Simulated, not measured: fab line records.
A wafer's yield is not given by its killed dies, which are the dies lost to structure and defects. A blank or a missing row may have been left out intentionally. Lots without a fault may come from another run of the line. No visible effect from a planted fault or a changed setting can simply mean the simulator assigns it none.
Split-lot experiment / flow sky130 / 23 wafers read from 5 lots, route of 708 steps

## THE SPLIT ITSELF
At SKY_FIELD_ISO_OXIDATION_22 (stabilise 600 s, purge 300 s, target thk 10 nm), the setting oxTimeS was moved away from the recipe's 623 s on 15 of the 23 wafers read, by -12.5% to +4.0%. The other wafers ran this setting at the recipe's value.

The reading comes from the split's own step.

## THE READING
SiO2_of_FIELD_ISO_OXIDATION_22.thkNm (the simulator's own value, which no gauge read), in nm, at SKY_FIELD_ISO_OXIDATION_22 (stabilise 600 s, purge 300 s, target thk 10 nm). There is no usual value for it anywhere in the file. Across the 8 wafers here that went through the recipe, the average is 9.840 nm and the standard deviation 0.32 nm.

wafer=L074.1; tool, chamber at the split=-, -; oxTimeS as run, s=648; against the recipe=+4.0%; SiO2_of_FIELD_ISO_OXIDATION_22.thkNm, nm=10.18; against lot-mates on the recipe=no lot-mate on the recipe
wafer=L074.2; tool, chamber at the split=-, -; oxTimeS as run, s=648; against the recipe=+4.0%; SiO2_of_FIELD_ISO_OXIDATION_22.thkNm, nm=10.14; against lot-mates on the recipe=no lot-mate on the recipe
wafer=L074.3; tool, chamber at the split=-, -; oxTimeS as run, s=648; against the recipe=+4.0%; SiO2_of_FIELD_ISO_OXIDATION_22.thkNm, nm=9.956; against lot-mates on the recipe=no lot-mate on the recipe
wafer=L074.4; tool, chamber at the split=-, -; oxTimeS as run, s=648; against the recipe=+4.0%; SiO2_of_FIELD_ISO_OXIDATION_22.thkNm, nm=9.97; against lot-mates on the recipe=no lot-mate on the recipe
wafer=L074.6; tool, chamber at the split=-, -; oxTimeS as run, s=648; against the recipe=+4.0%; SiO2_of_FIELD_ISO_OXIDATION_22.thkNm, nm=9.886; against lot-mates on the recipe=no lot-mate on the recipe
wafer=L076.2; tool, chamber at the split=-, -; oxTimeS as run, s=623; against the recipe=recipe; SiO2_of_FIELD_ISO_OXIDATION_22.thkNm, nm=9.502; against lot-mates on the recipe=-
wafer=L076.3; tool, chamber at the split=-, -; oxTimeS as run, s=623; against the recipe=recipe; SiO2_of_FIELD_ISO_OXIDATION_22.thkNm, nm=9.721; against lot-mates on the recipe=-
wafer=L076.4; tool, chamber at the split=-, -; oxTimeS as run, s=623; against the recipe=recipe; SiO2_of_FIELD_ISO_OXIDATION_22.thkNm, nm=9.541; against lot-mates on the recipe=-
wafer=L076.5; tool, chamber at the split=-, -; oxTimeS as run, s=623; against the recipe=recipe; SiO2_of_FIELD_ISO_OXIDATION_22.thkNm, nm=9.728; against lot-mates on the recipe=-
wafer=L076.6; tool, chamber at the split=-, -; oxTimeS as run, s=623; against the recipe=recipe; SiO2_of_FIELD_ISO_OXIDATION_22.thkNm, nm=9.528; against lot-mates on the recipe=-
wafer=L078.1; tool, chamber at the split=-, -; oxTimeS as run, s=551.7; against the recipe=-11.4%; SiO2_of_FIELD_ISO_OXIDATION_22.thkNm, nm=8.985; against lot-mates on the recipe=no lot-mate on the recipe
wafer=L078.2; tool, chamber at the split=-, -; oxTimeS as run, s=551.7; against the recipe=-11.4%; SiO2_of_FIELD_ISO_OXIDATION_22.thkNm, nm=8.785; against lot-mates on the recipe=no lot-mate on the recipe
wafer=L078.3; tool, chamber at the split=-, -; oxTimeS as run, s=551.7; against the recipe=-11.4%; SiO2_of_FIELD_ISO_OXIDATION_22.thkNm, nm=8.99; against lot-mates on the recipe=no lot-mate on the recipe
wafer=L078.4; tool, chamber at the split=-, -; oxTimeS as run, s=551.7; against the recipe=-11.4%; SiO2_of_FIELD_ISO_OXIDATION_22.thkNm, nm=8.846; against lot-mates on the recipe=no lot-mate on the recipe
wafer=L078.6; tool, chamber at the split=-, -; oxTimeS as run, s=551.7; against the recipe=-11.4%; SiO2_of_FIELD_ISO_OXIDATION_22.thkNm, nm=8.901; against lot-mates on the recipe=no lot-mate on the recipe
wafer=L080.2; tool, chamber at the split=furnace-02, 0; oxTimeS as run, s=623; against the recipe=recipe; SiO2_of_FIELD_ISO_OXIDATION_22.thkNm, nm=10.2; against lot-mates on the recipe=-
wafer=L080.4; tool, chamber at the split=furnace-02, 0; oxTimeS as run, s=623; against the recipe=recipe; SiO2_of_FIELD_ISO_OXIDATION_22.thkNm, nm=10.17; against lot-mates on the recipe=-
wafer=L080.6; tool, chamber at the split=furnace-02, 0; oxTimeS as run, s=623; against the recipe=recipe; SiO2_of_FIELD_ISO_OXIDATION_22.thkNm, nm=10.33; against lot-mates on the recipe=-
wafer=L084.1; tool, chamber at the split=-, -; oxTimeS as run, s=545.3; against the recipe=-12.5%; SiO2_of_FIELD_ISO_OXIDATION_22.thkNm, nm=8.856; against lot-mates on the recipe=no lot-mate on the recipe
wafer=L084.2; tool, chamber at the split=-, -; oxTimeS as run, s=545.3; against the recipe=-12.5%; SiO2_of_FIELD_ISO_OXIDATION_22.thkNm, nm=8.851; against lot-mates on the recipe=no lot-mate on the recipe
wafer=L084.3; tool, chamber at the split=-, -; oxTimeS as run, s=545.3; against the recipe=-12.5%; SiO2_of_FIELD_ISO_OXIDATION_22.thkNm, nm=8.717; against lot-mates on the recipe=no lot-mate on the recipe
wafer=L084.4; tool, chamber at the split=-, -; oxTimeS as run, s=545.3; against the recipe=-12.5%; SiO2_of_FIELD_ISO_OXIDATION_22.thkNm, nm=8.903; against lot-mates on the recipe=no lot-mate on the recipe
wafer=L084.6; tool, chamber at the split=-, -; oxTimeS as run, s=545.3; against the recipe=-12.5%; SiO2_of_FIELD_ISO_OXIDATION_22.thkNm, nm=8.796; against lot-mates on the recipe=no lot-mate on the recipe

FIT RESULTS
A straight line over all 23 wafers: SiO2_of_FIELD_ISO_OXIDATION_22.thkNm changes by +0.0762 nm for each +1% of oxTimeS; r = +0.93; the points scatter about the line by 0.21 nm.
Too few moved wafers have a lot-mate on the recipe to fit a line with each lot's own level taken away.

## FILE'S OWN FIT
SiO2_of_FIELD_ISO_OXIDATION_22.thkNm changes by +0.0762 nm for each +1% of oxTimeS, r = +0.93.
